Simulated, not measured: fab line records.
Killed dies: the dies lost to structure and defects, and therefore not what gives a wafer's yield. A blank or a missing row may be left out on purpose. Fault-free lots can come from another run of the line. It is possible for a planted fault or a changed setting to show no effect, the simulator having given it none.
Matching of chambers	flow sky130	SKY_CAPM_CVD_00 on pecvd-04 has 3 sister chambers
The step deposits SiO2, target thk 15.5 nm. 6 wafers are shown with their chamber, then 7 later ones without.

## WAFERS, EACH WITH ITS CHAMBER
wafer	chamber	heaterPowerW (W)	rfFwdPowerW (W)
L943.1	2	868	440.4
L943.3	0	711	439.5
L946.2	0	792	442.8
L946.5	1	888	441.8
L949.1	2	916	439.9
L949.4	1	931	440.5

## WAFERS WITHOUT THEIR CHAMBER
wafer	heaterPowerW (W)	rfFwdPowerW (W)
L949.5	884	439.4
L951.4	873	442.3
L951.5	700	440.8
L951.6	911	441.1
L952.2	801	439.6
L952.3	778	441.0
L952.4	767	441.0

## THE CHAMBER EACH PASSED THROUGH
wafer	from the rows above	in truth
L949.5	can't be placed: 2 or 1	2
L951.4	can't be placed: 1 or 2 or 0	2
L951.5	0	0
L951.6	can't be placed: 1 or 2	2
L952.2	can't be placed: 0 or 2 or 1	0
L952.3	0	0
L952.4	0	0
Correctly placed: 3 of 7. From these rows, 4 cannot be placed; in 4 the true chamber is one of the candidates. Placed wrongly: 0.
How it was worked out, from the rows above alone: a wafer's distance from a chamber is the root of the sum, over the readings, of the square of ((its reading less the chamber's mean) divided by the reading's scatter). The wafer belongs to the nearest chamber; if the next one is less than 2 further off, it can't be placed. A chamber's mean is the mean of its shown wafers. How the scatter is found: for the shown wafers, subtract from each reading the mean of its chamber, square and add these, divide the total by (wafers less chambers), then take the root.
